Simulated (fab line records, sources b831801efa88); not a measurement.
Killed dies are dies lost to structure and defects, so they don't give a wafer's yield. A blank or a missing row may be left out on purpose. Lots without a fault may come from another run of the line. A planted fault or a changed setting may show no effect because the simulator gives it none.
Problem report in the 8D (eight disciplines) form, filled by code | flow sky130 | the parts of the form that need people (team, actions taken, sign-off) are left out

1. THE PROBLEM
PWDE_TW at SKY_PWDE_TW_MEAS_10 reads a mean of 408.9 on 6 wafers of 2 lots; wafers without a fault read 374.4 with a standard deviation of 2.3. That is +15 standard deviations from the usual mean.
First seen on wafer L899.1, day 8 19:41, on film_metro-02. The record holds 33 wafers of 11 lots with a number at this step. Rule for "out", or "out of limits": more than 4 standard deviations from the usual mean. The other wafers with a number count as sound.

2. WHAT IT IS AND WHAT IT IS NOT
question                    | is                     | is not
which readings at this step | PWDE_TW                | -
which lots                  | L899, L900             | L879, L880, L882, L883, L884, L888, L889, L894, L901
which wafers of those lots  | all that have a number | -
read on which gauges        | film_metro-02          | film_metro-03, film_metro-04
when                        | from day 8 19:41       | up to then (24 sound wafers); but 3 sound wafers of L901 came after

3. SUSPECTS, AND WHAT RULES EACH OUT
Counting: a tool at a process step up to the reading stays a suspect if it ran every lot that is out and no sound lot after the first of them.
- the gauge at SKY_PWDE_TW_MEAS_10: ruled out. All the wafers that are out were read on film_metro-02, but those of them that SKY_PWDE_IMPLANT_08 has rows for are out there too, on other tools.
- implanter-04 at SKY_PWDE_IMPLANT_08: kept. It ran every lot that is out, first L899 (day 8 19:26), and no sound lot after that; its last sound lot up to then is L888 (day 6 01:59). Its own readings are out on those wafers: beam_on_s, faraday_current_uA.
Left after counting: implanter-04 at SKY_PWDE_IMPLANT_08.

4. THE CAUSE (what the simulator had put in)
Process parameter drift: implanter-04, from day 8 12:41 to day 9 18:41, at SKY_PWDE_IMPLANT_08. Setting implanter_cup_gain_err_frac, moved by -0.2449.
Counting left only this tool.

5. THE CHAIN OF EFFECTS, in route order
Each row: a reading whose mean over the struck wafers that have a number lies more than 3 standard deviations from the usual. Only readings for which the record gives a usual standard deviation are gone through. hours: the time from each lot's start at the first step in this table that gives one to its start at this step, as a median over the lots. sigmas: the change in usual standard deviations.
hours | step                 | reading            | usual       | on struck wafers | change | sigmas
0     | SKY_PWDE_IMPLANT_08  | beam_on_s          | 9.96 s      | 13.40            | +3.44  | +17
0     | SKY_PWDE_IMPLANT_08  | faraday_current_uA | 20.4        | 15.2             | -5.2   | -13
0     | SKY_PWDE_TW_MEAS_10  | PWDE_TW            | 374.4       | 408.9            | +34.5  | +15
45    | SKY_NWELL_RS_MEAS_31 | PWDE_RS            | 5284 ohm/sq | 4225             | -1059  | -50
The process steps in it:
- SKY_PWDE_IMPLANT_08

6. WHAT WOULD HAVE CAUGHT IT SOONER
In this record the first reading out of limits at a measuring or inspecting step was taken at day 8 19:41, 7 hours after the fault began at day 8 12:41.
The tool's own readings at SKY_PWDE_IMPLANT_08 were out on every struck wafer that the step has a row for (beam_on_s, faraday_current_uA): an alarm limit on them would have fired on the first of those.
Of the lots that are out (2), L900 began SKY_PWDE_IMPLANT_08 on implanter-04 after day 8 19:41. A hold on the tool at that time would have spared it.
